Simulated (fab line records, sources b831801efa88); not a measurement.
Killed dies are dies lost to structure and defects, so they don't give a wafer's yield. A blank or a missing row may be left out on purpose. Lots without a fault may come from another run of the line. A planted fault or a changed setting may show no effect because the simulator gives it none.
A struck lot beside a sound one | flow sfq_line | 42 steps out of a route of 325
Sound: wafers L115.1, L115.2, L115.3. Struck: wafers L120.1, L120.2, L120.6. The cause comes at the end.
At each step with rows: each side's tool, then ch and its chambers, then its first start. Under that, the readings that differ: sound wafers | struck wafers | difference of the means | sigmas: that difference in standard deviations of wafers without a fault.
alike: readings whose means differ by less than 2 such deviations, and words and numbers that are the same on both sides. not compared: withheld readings, readings that some wafer has no value for, bounds like >300 that may hide the same value, and numbers for which the record gives no deviation and whose values overlap.
The two part at a step that has a row with sigmas, a row that says differs or no value, or rows on one side only. Numbers that don't overlap but have no deviation are shown without sigmas and don't part them. A reading that every wafer of one side lacks parts them only if that side has two wafers or more.

first, 2 steps without rows for these wafers: SFQ_TRILAYER_I6_DEP_PECVD_165 (deposits SiO2 from SiH4/N2O, time 111.11 s, target thk 500 nm); SFQ_TRILAYER_I6_CMP_CMP_166 (polishes SiO2).
SFQ_I6_BOW_MEAS_941:
  sound on film_metro-02, day 70 11:50; struck on film_metro-04, day 71 05:50
  alike: I6_BOW
then, 7 steps without rows for these wafers: SFQ_TRILAYER_I6_METRO_MEASURE_167; SFQ_TRILAYER_I6_VIA_LITHO_COAT_174 (resist thk 63.19 nm); SFQ_TRILAYER_I6_VIA_LITHO_COAT_169 (resist thk 650 nm); SFQ_TRILAYER_I6_VIA_LITHO_SOFTBAKE_173; SFQ_TRILAYER_I6_VIA_LITHO_EXPOSE_170 (exposes mask I6, target cd 700 nm); SFQ_TRILAYER_I6_VIA_LITHO_PEB_172 (peb time 60 s); SFQ_TRILAYER_I6_VIA_LITHO_DEVELOP_171 (time 60 s).
-- the record jumps here: 3 days lie between the struck wafers' starts before and after --
SFQ_I6_OVL_MEAS_942:
  sound on overlay-02, day 73 04:32; struck on overlay-01, day 74 09:43
  alike: I6_OVL
SFQ_TRILAYER_I6_VIA_BARC_OPEN_VIA_ETCH_235: etches BARC in O2, target depth 125 nm, time 41.7 s.
  sound on rie_diel-04 ch 0,1,3, day 73 04:35; struck on rie_diel-04 ch 0,2, day 74 09:45
  alike: bias_w, chamber_pressure_mTorr, drypump_motor_current_A, oes_product_au
  not compared: rf_hours_counter_h
SFQ_TRILAYER_I6_VIA_ETCH_VIA_ETCH_172: etches SiO2 in CHF3, stops on Nb, target depth 260 nm.
  sound on rie_diel-04 ch 0,1,3, day 73 04:37; struck on rie_diel-04 ch 0,2, day 74 09:47
  no value came back on the struck wafers for bias_w (W), chamber_pressure_mTorr (mTorr), drypump_motor_current_A (A), oes_product_au (a.u.); on the sound wafers bias_w (W) reads 80.05 79.80 80.33
  reading                                                 | sound             | struck            | difference | sigmas
  model.KrF_of_TRILAYER_I6_VIA_LITHO_COAT_169.thk_nm (nm) | 526.4 528.3 529.5 | 572.8 572.1 572.1 | +44.3      |
then, 4 steps without rows for these wafers: SFQ_TRILAYER_I6_VIA_STRIP_STRIP_173 (strips in O2); SFQ_TRILAYER_I6_VIA_STRIP_SOLV_CLEAN_174 (cleans in NMP, time 600 s); SFQ_TRILAYER_M7_DEP_PRE_CLEAN_176 (time 22.5 s); SFQ_TRILAYER_M7_DEP_SPUTTER_175 (material Nb, target thk 200 nm, time 133.3 s).
SFQ_M7_RS_MEAS_943: measures by four-point-probe.
  sound on film_metro-01, day 73 05:48; struck on film_metro-04, day 74 11:00
  alike: M7_NB_RS
then, 6 steps without rows for these wafers: SFQ_TRILAYER_M7_LITHO_COAT_182 (resist thk 62 nm); SFQ_TRILAYER_M7_LITHO_COAT_177 (resist thk 600 nm); SFQ_TRILAYER_M7_LITHO_SOFTBAKE_181; SFQ_TRILAYER_M7_LITHO_EXPOSE_178 (exposes mask M7, target cd 500 nm); SFQ_TRILAYER_M7_LITHO_PEB_180 (peb time 60 s); SFQ_TRILAYER_M7_LITHO_DEVELOP_179 (time 60 s).
-- the record jumps here: 4 days lie between the struck wafers' starts before and after --
SFQ_M7_OVL_MEAS_945:
  sound on overlay-01, day 77 01:26; struck on overlay-01, day 78 17:02
  alike: M7_OVL
then, 1 step without rows for these wafers: SFQ_TRILAYER_M7_BARC_OPEN_METAL_ETCH_229 (etches BARC in O2, target depth 125 nm, time 41.7 s).
SFQ_TRILAYER_M7_ETCH_METAL_ETCH_180: etches Nb in Cl2/Ar, stops on SiO2, target depth 240 nm, time 120 s.
  sound on rie_metal-01 ch 0,1, day 77 01:32; struck on rie_metal-01 ch 0,1, day 78 17:07
  alike: bias_w, chamber_pressure_mTorr, drypump_motor_current_A, oes_product_au
  not compared: rf_hours_counter_h
then, 2 steps without rows for these wafers: SFQ_TRILAYER_M7_STRIP_STRIP_181 (strips in O2); SFQ_TRILAYER_M7_STRIP_SOLV_CLEAN_182 (cleans in NMP, time 600 s).
SFQ_TRILAYER_I7_DEP_PECVD_183: deposits SiO2 from SiH4/N2O, time 111.11 s, target thk 500 nm.
  sound on pecvd-01 ch 0,1,2, day 77 02:27; struck on pecvd-04 ch 0,1, day 78 18:01
  alike: heater_power_w, throttle_valve_pct
SFQ_TRILAYER_I7_CMP_CMP_184: polishes SiO2.
  sound on cmp-02 ch 0,1,3, day 77 03:43; struck on cmp-02 ch 2,3, day 78 18:36
  alike: motor_current_A, time_to_endpoint_s
SFQ_I7_BOW_MEAS_946:
  sound on film_metro-02, day 77 06:13; struck on film_metro-01, day 78 21:06
  alike: I7_BOW
SFQ_TRILAYER_I7_METRO_MEASURE_185:
  sound on film_metro-02, day 77 06:20; struck on film_metro-01, day 78 21:13
  alike: thk_nm
then, 6 steps without rows for these wafers: SFQ_TRILAYER_I7_VIA_LITHO_COAT_192 (resist thk 62 nm); SFQ_TRILAYER_I7_VIA_LITHO_COAT_187 (resist thk 650 nm); SFQ_TRILAYER_I7_VIA_LITHO_SOFTBAKE_191; SFQ_TRILAYER_I7_VIA_LITHO_EXPOSE_188 (exposes mask I7, target cd 1000 nm); SFQ_TRILAYER_I7_VIA_LITHO_PEB_190 (peb time 60 s); SFQ_TRILAYER_I7_VIA_LITHO_DEVELOP_189 (time 60 s).
SFQ_I7_OVL_MEAS_947:
  sound on overlay-01, day 77 09:47; struck on overlay-01, day 79 02:43
  alike: I7_OVL
then, 1 step without rows for these wafers: SFQ_TRILAYER_I7_VIA_BARC_OPEN_VIA_ETCH_260 (etches BARC in O2, target depth 125 nm, time 41.7 s).
-- the record jumps here: 5 days lie between the struck wafers' starts before and after --
SFQ_M8_BOW_MEAS_951:
  sound on film_metro-03, day 81 16:06; struck on film_metro-03, day 83 16:55
  reading                 | sound            | struck            | difference | sigmas
  model.etest.i6.link_ohm | 1.86 1.869 1.865 | 1e+06 1e+06 1e+06 | +1e+06     |
  alike: M8_BOW

WHERE THEY PART
Only at SFQ_TRILAYER_I6_VIA_ETCH_VIA_ETCH_172, within this record. Later steps at which nothing parts them and some readings are alike: SFQ_M7_RS_MEAS_943, SFQ_M7_OVL_MEAS_945, SFQ_TRILAYER_M7_ETCH_METAL_ETCH_180, SFQ_TRILAYER_I7_DEP_PECVD_183, SFQ_TRILAYER_I7_CMP_CMP_184, SFQ_I7_BOW_MEAS_946, SFQ_TRILAYER_I7_METRO_MEASURE_185, SFQ_I7_OVL_MEAS_947, SFQ_M8_BOW_MEAS_951.

WHY: what the simulator had put in
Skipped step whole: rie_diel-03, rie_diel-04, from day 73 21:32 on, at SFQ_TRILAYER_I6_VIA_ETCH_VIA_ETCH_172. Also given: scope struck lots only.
